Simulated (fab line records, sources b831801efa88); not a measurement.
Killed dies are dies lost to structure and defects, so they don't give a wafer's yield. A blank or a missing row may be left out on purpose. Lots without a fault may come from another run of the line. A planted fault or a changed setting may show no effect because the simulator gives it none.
Which tool did it? | flow sky130 | 12 lots, 36 wafers sampled, at 4 steps of a route of 708

WHAT THE GAUGES READ, wafer by wafer
The record holds no reading of a measuring or inspecting step that can be judged against a usual standard deviation.

WHICH TOOL RAN EACH LOT (tool, then ch and the chambers of the sampled wafers, then the start)
lot  | SKY_VIA1_ETCH_14                   | SKY_VIA1_ETCH_15                   | SKY_VIA1_STRIP_16                    | SKY_PAD_OPEN_PROBE_99
L612 | rie_diel-02 ch 1,2, day 33 11:37   | rie_diel-02 ch 1,2, day 33 11:40   | plasma_asher-01 ch 0,1, day 33 11:44 | -
L614 | rie_diel-04 ch 1,2, day 33 18:47   | rie_diel-04 ch 1,2, day 33 18:49   | plasma_asher-02 ch 0,1, day 33 18:52 | -
L615 | rie_diel-01 ch 0,1,2, day 34 10:04 | rie_diel-01 ch 0,1,2, day 34 10:07 | plasma_asher-01 ch 0,1, day 34 10:10 | -
L616 | rie_diel-02 ch 0,1,3, day 34 14:58 | rie_diel-02 ch 0,1,3, day 34 15:00 | plasma_asher-02 ch 0,1, day 34 15:02 | -
L617 | rie_diel-01 ch 0,3, day 35 01:52   | rie_diel-01 ch 0,3, day 35 01:54   | plasma_asher-02 ch 0,1, day 35 01:56 | -
L620 | rie_diel-01 ch 0,3, day 35 20:02   | rie_diel-01 ch 0,3, day 35 20:04   | plasma_asher-02 ch 0, day 35 20:07   | -
L622 | rie_diel-01 ch 1,3, day 36 15:29   | rie_diel-01 ch 1,3, day 36 15:31   | plasma_asher-02 ch 0,1, day 36 15:34 | -
L628 | rie_diel-01 ch 0,2,3, day 38 13:17 | rie_diel-01 ch 0,2,3, day 38 13:19 | plasma_asher-04 ch 0,1, day 38 13:22 | prober-01, day 49 08:28
L630 | rie_diel-01 ch 2,3, day 39 00:34   | rie_diel-01 ch 2,3, day 39 00:36   | plasma_asher-01 ch 0,1, day 39 00:39 | prober-01, day 49 14:29
L632 | rie_diel-04 ch 0,1, day 39 21:25   | rie_diel-04 ch 0,1, day 39 21:28   | plasma_asher-01 ch 0,1, day 39 21:31 | -
L631 | rie_diel-04 ch 0,2,3, day 40 01:23 | rie_diel-04 ch 0,2,3, day 40 01:25 | plasma_asher-01 ch 1, day 40 01:28   | -
L635 | rie_diel-04 ch 0,1,3, day 40 14:31 | rie_diel-04 ch 0,1,3, day 40 14:34 | plasma_asher-04 ch 0,1, day 40 14:37 | -
- SKY_VIA1_ETCH_14: etches BARC in N2/H2, stops on SiO2, time 45.9 s, target depth 60 nm.
- SKY_VIA1_ETCH_15: etches SiO2 in C4F8/O2/Ar, stops on TiN, target depth 351 nm, time 54 s.
- SKY_VIA1_STRIP_16: strips in O2/N2.
- SKY_PAD_OPEN_PROBE_99

WHAT THE TOOLS THEMSELVES READ (means of the sampled wafers that have a number; where no wafer has one, the mark that the record gives instead)
SKY_VIA1_ETCH_14. Usual: drypump_motor_current_A 5.8 A, standard deviation 0.32; oes_product_au 0.854 a.u., standard deviation 0.0047; rf_fwd_power_W 495.2 W, standard deviation 2; throttle_valve_pct 13.225 %, standard deviation 0.0084.
lot  | tool        | drypump_motor_current_A (A) | oes_product_au (a.u.) | rf_fwd_power_W (W) | throttle_valve_pct (%) | flag
L612 | rie_diel-02 | 5.8                         | 0.855                 | 493.9              | 13.221                 |
L614 | rie_diel-04 | 6.2                         | 0.855                 | 494.4              | 13.226                 |
L615 | rie_diel-01 | 6.0                         | 0.853                 | 494.1              | 13.224                 |
L616 | rie_diel-02 | 5.6                         | 0.852                 | 495.1              | 13.222                 |
L617 | rie_diel-01 | 5.9                         | 0.855                 | 496.0              | 13.223                 |
L620 | rie_diel-01 | 5.9                         | 0.859                 | 496.8              | 13.222                 |
L622 | rie_diel-01 | 5.8                         | 0.857                 | 493.4              | 13.217                 |
L628 | rie_diel-01 | 5.9                         | 0.814                 | 494.2              | 13.227                 | OFF
L630 | rie_diel-01 | 5.8                         | 0.771                 | 492.5              | 13.229                 | OFF
L632 | rie_diel-04 | 5.9                         | 0.851                 | 494.9              | 13.223                 |
L631 | rie_diel-04 | 5.9                         | 0.856                 | 494.9              | 13.220                 |
L635 | rie_diel-04 | 5.7                         | 0.857                 | 494.7              | 13.223                 |

SKY_VIA1_ETCH_15. Usual: oes_product_au 0.982 a.u., standard deviation 0.0055; rf_fwd_power_W 1487 W, standard deviation 5.9.
lot  | tool        | oes_product_au (a.u.) | rf_fwd_power_W (W) | flag
L612 | rie_diel-02 | 0.987                 | 1489               |
L614 | rie_diel-04 | 0.974                 | 1493               |
L615 | rie_diel-01 | 0.980                 | 1485               |
L616 | rie_diel-02 | 0.983                 | 1487               |
L617 | rie_diel-01 | 0.980                 | 1491               |
L620 | rie_diel-01 | 0.985                 | 1490               |
L622 | rie_diel-01 | 0.984                 | 1487               |
L628 | rie_diel-01 | 0.782                 | 1486               | OFF
L630 | rie_diel-01 | 0.574                 | 1485               | OFF
L632 | rie_diel-04 | 0.980                 | 1490               |
L631 | rie_diel-04 | 0.976                 | 1489               |
L635 | rie_diel-04 | 0.979                 | 1487               |

SKY_VIA1_STRIP_16. Usual: drypump_motor_current_A 5.7 A, standard deviation 0.52; oes_product_au 0.416 a.u., standard deviation 0.005; strip_time_to_endpoint_s 4.445 s, standard deviation 0.019.
lot  | tool            | drypump_motor_current_A (A) | oes_product_au (a.u.) | strip_time_to_endpoint_s (s) | flag
L612 | plasma_asher-01 | 5.9                         | 0.410                 | 4.449                        |
L614 | plasma_asher-02 | 5.9                         | 0.414                 | 4.448                        |
L615 | plasma_asher-01 | 5.9                         | 0.418                 | 4.433                        |
L616 | plasma_asher-02 | 5.9                         | 0.419                 | 4.457                        |
L617 | plasma_asher-02 | 5.7                         | 0.413                 | 4.450                        |
L620 | plasma_asher-02 | 6.1                         | 0.414                 | 4.420                        |
L622 | plasma_asher-02 | 5.9                         | 0.415                 | 4.415                        |
L628 | plasma_asher-04 | 5.5                         | 0.417                 | 4.498                        |
L630 | plasma_asher-01 | 5.9                         | 0.423                 | 4.579                        | OFF
L632 | plasma_asher-01 | 5.4                         | 0.417                 | 4.462                        |
L631 | plasma_asher-01 | 5.0                         | 0.416                 | 4.492                        |
L635 | plasma_asher-04 | 5.4                         | 0.413                 | 4.426                        |

SKY_PAD_OPEN_PROBE_99. Usual: defect_limited_yield 82.5 %, standard deviation 1.9; killed_at_M0_to_M3 42, standard deviation 7.4; killed_at_M4_up 3.4, standard deviation 1.8; killed_at_contacts 25, standard deviation 5.4; killed_at_front_end 15, standard deviation 4.4; killed_at_other 0.2, standard deviation 0.52; killed_dies 86, standard deviation 9.3; killed_on_rim 17, standard deviation 3.9; killed_open 47, standard deviation 7.6; killed_short 39, standard deviation 6.5; sort_bin_3_pad_short 0.9 %, standard deviation 0.46; sort_bin_5_function 10.3 %, standard deviation 1.5; sort_bin_6_memory 6.3 %, standard deviation 1.2; sort_n_pass 406, standard deviation 9.3; sort_yield_pct 82.5 %, standard deviation 1.9.
lot  | tool      | defect_limited_yield (%) | killed_at_M0_to_M3 | killed_at_M4_up | killed_at_contacts | killed_at_front_end | killed_at_other | killed_dies | killed_on_rim | killed_open | killed_short | sort_bin_3_pad_short (%) | sort_bin_5_function (%) | sort_bin_6_memory (%) | sort_n_pass | sort_yield_pct (%) | flag
L628 | prober-01 | 54.9                     | 179                | 3.3             | 22                 | 17                  | 0.3             | 222         | 43            | 45          | 39           | 0.9                      | 37.0                    | 7.2                   | 270         | 54.9               | OFF
L630 | prober-01 | 26.8                     | 315                | 2.0             | 29                 | 14                  | 0.0             | 360         | 73            | 56          | 32           | 1.1                      | 65.5                    | 6.7                   | 132         | 26.8               | OFF

THE ANSWER, worked out from the rows above alone
Rule: a lot is off if the mean of its wafers that have a number lies more than 3 standard deviations from the usual mean. A lot without any number at a reading at which 4 lots or more have one is off too. The other lots that the step has rows for count as sound. The gauges are gone through in route order, then the tools' own readings, and for those a lot's mean is taken as printed above. The first step at which some lot is off is used, and at that step the reading that is off furthest; a lot without a number counts as furthest.
Off: L628, L630, at SKY_VIA1_ETCH_14 (oes_product_au).
A tool fits if, at that step or a process step before it, it ran every lot that is off, and no sound lot after the first of them. One fits: rie_diel-01 at SKY_VIA1_ETCH_14. Its last sound lot is L622 (day 36 15:29), its first lot that is off L628 (day 38 13:17): a fault that began between those two fits.
The tool's own readings at SKY_VIA1_ETCH_14 bear it out: on the lots that are off they differ by more than 5 times the standard deviation of the sound lots' means. oes_product_au reads 0.792 a.u. there against 0.855 a.u. on the sound lots.

WHAT THE SIMULATOR HAD PUT IN
Process parameter drift: rie_diel-01, from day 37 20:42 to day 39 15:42, at SKY_VIA1_ETCH_14. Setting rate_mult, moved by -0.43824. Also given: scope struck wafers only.
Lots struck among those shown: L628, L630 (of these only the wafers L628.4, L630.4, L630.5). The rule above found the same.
